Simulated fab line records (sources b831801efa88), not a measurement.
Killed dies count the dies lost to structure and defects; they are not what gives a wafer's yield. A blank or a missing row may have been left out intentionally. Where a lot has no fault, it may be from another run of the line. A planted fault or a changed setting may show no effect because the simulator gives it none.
Which tool was responsible? ; flow sky130 ; 39 wafers from 13 lots sampled at 4 of the route's 708 steps

## WHAT THE GAUGES READ, wafer by wafer
SKY_VT_ADJUST_HVTR_CD_MEAS_07: the cd target is 380 nm. Usual: cd_nm 379.9 nm, standard deviation 2.1.
lot;measured;on;cd_nm (nm);flag
L382;day 9 06:35;cd_sem-02;379.2 379.4 378.6;
L383;day 9 16:23;cd_sem-02;379.3 379.5 379.1;
L385;day 10 09:25;cd_sem-02;381.0 382.0 379.2;
L386;day 10 13:21;cd_sem-02;381.7 383.4 381.9;
L389;day 11 19:34;cd_sem-01;379.7 378.3 380.1;
L391;day 12 03:35;cd_sem-02;384.1 382.6 382.6;
L392;day 12 12:01;cd_sem-01;377.4 375.6 376.5;
L393;day 12 20:39;cd_sem-01;379.3 377.9 377.7;
L394;day 13 03:15;cd_sem-01;381.9 378.8 382.3;
L397;day 13 19:17;cd_sem-01;377.0 376.0 377.9;
L399;day 14 15:35;cd_sem-01;382.3 379.7 380.2;
L400;day 14 22:23;cd_sem-01;379.2 380.7 379.2;
L404;day 16 14:10;cd_sem-01;380.9 379.7 379.4;

## WHAT TOOL EACH LOT RAN ON (gives the tool, then ch and the chambers of the sampled wafers, and finally the start)
lot;SKY_FIELD_ISO_DEVELOP_12;SKY_FIELD_ISO_CMP_27;SKY_NWELL_STRIP_25
L382;litho_track-02 ch 0, day 2 04:00;cmp-02 ch 1,3, day 2 09:30;plasma_asher-01 ch 0,1, day 5 04:36
L383;litho_track-01 ch 0, day 2 11:00;cmp-02 ch 0,1,2, day 2 15:32;plasma_asher-04 ch 0,1, day 5 12:27
L385;litho_track-02 ch 0, day 2 21:00;cmp-02 ch 0,1,2, day 3 01:40;plasma_asher-01 ch 0,1, day 6 01:47
L386;litho_track-04 ch 0, day 3 01:00;cmp-01 ch 1,2, day 3 07:19;plasma_asher-03 ch 0,1, day 6 05:54
L389;litho_track-02 ch 0, day 3 16:00;cmp-02 ch 0,2,3, day 4 01:36;plasma_asher-03 ch 0,1, day 7 05:25
L391;litho_track-01 ch 0, day 4 03:00;cmp-02 ch 0,1, day 4 09:34;plasma_asher-01 ch 0,1, day 7 13:39
L392;litho_track-02 ch 0, day 4 08:00;cmp-01 ch 0,1,3, day 4 13:52;plasma_asher-04 ch 0,1, day 7 18:56
L393;litho_track-01 ch 0, day 4 13:00;cmp-01 ch 0,1,2, day 4 17:33;plasma_asher-03 ch 0,1, day 8 02:55
L394;litho_track-01 ch 0, day 4 19:00;cmp-02 ch 0,2,3, day 5 01:02;plasma_asher-04 ch 0,1, day 8 07:21
L397;litho_track-04 ch 0, day 5 09:00;cmp-01 ch 0,2,3, day 5 13:11;plasma_asher-01 ch 0,1, day 8 21:37
L399;litho_track-02 ch 0, day 5 21:00;cmp-02 ch 1,2, day 6 01:57;plasma_asher-04 ch 0,1, day 9 13:22
L400;litho_track-02 ch 0, day 6 03:00;cmp-02 ch 0,1,3, day 6 08:26;plasma_asher-03 ch 0,1, day 9 19:40
L404;litho_track-02 ch 0, day 6 21:00;cmp-01 ch 0,1, day 7 08:02;plasma_asher-01 ch 0,1, day 11 04:04
- SKY_FIELD_ISO_DEVELOP_12: develop time 60 s.
- SKY_FIELD_ISO_CMP_27: polishes, stops on Si3N4, t overpolish 16 s, target thk 457.8 nm.
- SKY_NWELL_STRIP_25: strips in O2/N2.

## AS READ BY THE TOOLS THEMSELVES (means over the sampled wafers that have a number; for cases with no such wafer, the mark the record gives instead)
SKY_FIELD_ISO_DEVELOP_12. Usual: developer_temp_C 20.97 C, standard deviation 0.099.
lot;tool;developer_temp_C (C);flag
L382;litho_track-02;20.98;
L383;litho_track-01;20.94;
L385;litho_track-02;20.96;
L386;litho_track-04;21.03;
L389;litho_track-02;21.05;
L391;litho_track-01;20.88;
L392;litho_track-02;21.04;
L393;litho_track-01;21.05;
L394;litho_track-01;21.03;
L397;litho_track-04;20.99;
L399;litho_track-02;20.11;OFF
L400;litho_track-02;20.17;OFF
L404;litho_track-02;20.21;OFF

SKY_FIELD_ISO_CMP_27. Usual: motor_current_A 11.7 A, standard deviation 1.3; overpolish_run_s 15.999 s, standard deviation 0.0086; time_to_endpoint_s 113 s, standard deviation 6.1.
lot;tool;motor_current_A (A);overpolish_run_s (s);time_to_endpoint_s (s);flag
L382;cmp-02;12.6;16.002;111;
L383;cmp-02;11.7;16.002;114;
L385;cmp-02;11.4;15.994;117;
L386;cmp-01;12.3;16.007;121;
L389;cmp-02;11.4;15.999;116;
L391;cmp-02;11.5;16.002;120;
L392;cmp-01;11.3;16.009;105;
L393;cmp-01;11.8;16.003;109;
L394;cmp-02;11.8;15.987;115;
L397;cmp-01;11.6;15.995;107;
L399;cmp-02;13.0;15.992;120;
L400;cmp-02;11.5;15.994;114;
L404;cmp-01;12.2;15.997;106;

SKY_NWELL_STRIP_25. Usual: drypump_motor_current_A 6.1 A, standard deviation 0.67; n2_flow_sccm 299.9 sccm, standard deviation 0.96; oes_product_au 0.722 a.u., standard deviation 0.0046; strip_time_to_endpoint_s 36.88 s, standard deviation 0.1.
lot;tool;drypump_motor_current_A (A);n2_flow_sccm (sccm);oes_product_au (a.u.);strip_time_to_endpoint_s (s);flag
L382;plasma_asher-01;6.4;300.9;0.721;36.92;
L383;plasma_asher-04;5.8;299.2;0.721;36.77;
L385;plasma_asher-01;6.4;299.2;0.722;36.89;
L386;plasma_asher-03;6.6;300.1;0.723;36.74;
L389;plasma_asher-03;6.6;300.1;0.720;36.97;
L391;plasma_asher-01;6.4;300.6;0.720;36.90;
L392;plasma_asher-04;5.8;299.2;0.723;36.75;
L393;plasma_asher-03;6.6;299.5;0.721;36.88;
L394;plasma_asher-04;5.8;300.3;0.720;36.94;
L397;plasma_asher-01;6.4;299.9;0.723;36.93;
L399;plasma_asher-04;5.2;300.8;0.723;36.78;
L400;plasma_asher-03;6.6;299.7;0.721;37.05;
L404;plasma_asher-01;6.4;299.7;0.724;37.01;

## THE ANSWER, worked out from the rows above alone
Rule: a lot counts as off when the mean over its wafers that have a number is more than 3 standard deviations away from the usual mean. Also off: a lot with no number at a reading for which 4 or more lots have one. All remaining lots with rows at the step are treated as sound. First the gauges in route order, then the tools' own readings, where a lot's mean is used as printed above. At the first step where some lot is off, the reading lying furthest off is the one used; lots without a number count as furthest.
Off, at SKY_FIELD_ISO_DEVELOP_12 on developer_temp_C: L399, L400, L404.
A tool fits if, at that step or a process step before it, it ran every lot that is off, and no sound lot after the first of them. One fits: litho_track-02 at SKY_FIELD_ISO_DEVELOP_12. A fault onset in the window from L392 (day 4 08:00, its last sound lot) to L399 (day 5 21:00, its first lot off) fits.
The tool's own readings at SKY_FIELD_ISO_DEVELOP_12 bear it out: on the lots that are off they differ by more than 5 times the standard deviation of the sound lots' means. developer_temp_C reads 20.16 C there against 21.00 C on the sound lots.

## WHAT THE SIMULATOR HAD PUT IN
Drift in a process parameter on litho_track-02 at SKY_FIELD_ISO_DEVELOP_12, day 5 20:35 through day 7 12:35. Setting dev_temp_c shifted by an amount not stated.
Shown lots that were struck: L399, L400, L404. The rule given above showed the same thing.
